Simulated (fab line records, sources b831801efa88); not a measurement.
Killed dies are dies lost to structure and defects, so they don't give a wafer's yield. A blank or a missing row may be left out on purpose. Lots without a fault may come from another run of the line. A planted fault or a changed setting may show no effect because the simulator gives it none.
Which tool did it? | flow sfq_line | 13 lots, 37 wafers sampled, at 4 steps of a route of 325

WHAT THE GAUGES READ, wafer by wafer
SFQ_INCOMING_BOW_MEAS_900. Usual: INCOMING_BOW 0 um, standard deviation 6.5.
lot  | measured    | on            | INCOMING_BOW (um) | flag
L122 | day 1 10:00 | film_metro-02 | -5 1 0            |
L123 | day 1 15:00 | film_metro-01 | -2 -5 -9          |
L124 | day 1 20:02 | film_metro-01 | -9 -4 6           |
L125 | day 2 01:00 | film_metro-04 | -3 4 -1           |
L126 | day 2 06:01 | film_metro-04 | -4 3 8            |
L127 | day 2 11:00 | film_metro-02 | -4 10 9           |
L128 | day 2 16:01 | film_metro-02 | 2 8 1             |
L135 | day 4 03:01 | film_metro-04 | -6 -6             |
L136 | day 4 08:00 | film_metro-04 | 3 -6 2            |
L138 | day 4 18:01 | film_metro-02 | -3 17             |
L139 | day 4 23:10 | film_metro-02 | 10 -1 -7          |
L144 | day 6 00:00 | film_metro-02 | -1 -11 -4         |
L145 | day 6 05:00 | film_metro-02 | -2 -6 7           |

SFQ_I1_OVL_MEAS_913. Usual: I1_OVL 0 nm, standard deviation 6.1.
lot  | measured     | on         | I1_OVL (nm) | flag
L122 | day 17 07:56 | overlay-02 | 4 -1 3      |
L123 | day 17 18:44 | overlay-02 | -5 -4 -2    |
L124 | day 18 12:45 | overlay-02 | 10 3 5      |
L125 | day 19 02:56 | overlay-02 | -6 -1 -4    |
L126 | day 19 06:32 | overlay-02 | 18 16 18    |
L127 | day 19 19:44 | overlay-01 | -6 14 -4    |
L128 | day 20 05:20 | overlay-01 | -4 -16 -4   |
L135 | day 22 07:44 | overlay-01 | 6 -3        |
L136 | day 22 23:20 | overlay-02 | -9 -1 -7    |
L138 | day 23 13:06 | overlay-02 | 1 5         |
L139 | day 23 22:43 | overlay-02 | 0 -10 0     |
L144 | day 25 08:25 | overlay-01 | -9 3 -8     |
L145 | day 25 20:25 | overlay-01 | 1 7 16      |

SFQ_M3_RS_MEAS_919: measures by four-point-probe. Usual: M3_NB_RS 0.887 ohm/sq, standard deviation 0.012.
lot  | measured     | on            | M3_NB_RS (ohm/sq) | flag
L122 | day 29 06:40 | film_metro-04 | 0.892 0.896 0.892 |
L123 | day 30 04:16 | film_metro-04 | 0.894 0.896 0.900 |
L124 | day 30 19:52 | film_metro-01 | 0.870 0.875 0.873 |
L125 | day 31 06:46 | film_metro-01 | 0.894 0.896 0.891 |
L126 | day 31 09:10 | film_metro-04 | 0.877 0.878 0.892 |
L127 | day 32 04:32 | film_metro-02 | 0.912 0.898 0.903 |
L128 | day 32 17:34 | film_metro-01 | 0.899 0.891 0.892 |
L135 | day 35 20:05 | film_metro-01 | 0.956 0.866       |
L136 | day 36 20:13 | film_metro-02 | 0.874 0.958 0.878 |
L138 | day 37 05:57 | film_metro-01 | 0.948 0.864       |
L139 | day 37 07:11 | film_metro-01 | 0.898 0.912 0.894 |
L144 | day 38 01:53 | film_metro-04 | 0.893 0.914 0.888 |
L145 | day 38 14:35 | film_metro-04 | 0.918 0.888 0.884 |

WHICH TOOL RAN EACH LOT (tool, then ch and the chambers of the sampled wafers, then the start)
lot  | SFQ_TRILAYER_M3_DEP_SPUTTER_073
L122 | pvd_sputter-03, day 29 06:34
L123 | pvd_sputter-05, day 30 04:10
L124 | pvd_sputter-03, day 30 19:44
L125 | pvd_sputter-05, day 31 06:40
L126 | pvd_sputter-03, day 31 09:03
L127 | pvd_sputter-06, day 32 04:27
L128 | pvd_sputter-03, day 32 17:27
L135 | pvd_sputter-06, day 35 19:59
L136 | pvd_sputter-06, day 36 20:07
L138 | pvd_sputter-06, day 37 05:50
L139 | pvd_sputter-05, day 37 07:02
L144 | pvd_sputter-05, day 38 01:47
L145 | pvd_sputter-05, day 38 14:29
- SFQ_TRILAYER_M3_DEP_SPUTTER_073: material Nb, target thk 200 nm, time 133.3 s.

WHAT THE TOOLS THEMSELVES READ (means of the sampled wafers that have a number; where no wafer has one, the mark that the record gives instead)
SFQ_TRILAYER_M3_DEP_SPUTTER_073. Usual: base_pressure_pa 1.34e-06 Pa, standard deviation 7.6e-08; throttle_valve_pct 29.5 %, standard deviation 1.1.
lot  | tool           | base_pressure_pa (Pa) | throttle_valve_pct (%) | flag
L122 | pvd_sputter-03 | 1.37e-06              | 30.7                   |
L123 | pvd_sputter-05 | 1.34e-06              | 27.8                   |
L124 | pvd_sputter-03 | 1.37e-06              | 29.9                   |
L125 | pvd_sputter-05 | 1.30e-06              | 27.6                   |
L126 | pvd_sputter-03 | 1.40e-06              | 30.3                   |
L127 | pvd_sputter-06 | 1.31e-06              | 29.7                   |
L128 | pvd_sputter-03 | 1.36e-06              | 30.8                   |
L135 | pvd_sputter-06 | 1.41e-06              | 29.7                   |
L136 | pvd_sputter-06 | 1.39e-06              | 29.7                   |
L138 | pvd_sputter-06 | 1.37e-06              | 29.8                   |
L139 | pvd_sputter-05 | 1.37e-06              | 28.3                   |
L144 | pvd_sputter-05 | 1.28e-06              | 28.4                   |
L145 | pvd_sputter-05 | 1.28e-06              | 28.5                   |

THE ANSWER, worked out from the rows above alone
Rule: a lot is off if the mean of its wafers that have a number lies more than 3 standard deviations from the usual mean. A lot without any number at a reading at which 4 lots or more have one is off too. The other lots that the step has rows for count as sound. The gauges are gone through in route order, then the tools' own readings, and for those a lot's mean is taken as printed above. The first step at which some lot is off is used, and at that step the reading that is off furthest; a lot without a number counts as furthest.
No lot is off at any reading shown: from this, nothing can be told.

WHAT THE SIMULATOR HAD PUT IN
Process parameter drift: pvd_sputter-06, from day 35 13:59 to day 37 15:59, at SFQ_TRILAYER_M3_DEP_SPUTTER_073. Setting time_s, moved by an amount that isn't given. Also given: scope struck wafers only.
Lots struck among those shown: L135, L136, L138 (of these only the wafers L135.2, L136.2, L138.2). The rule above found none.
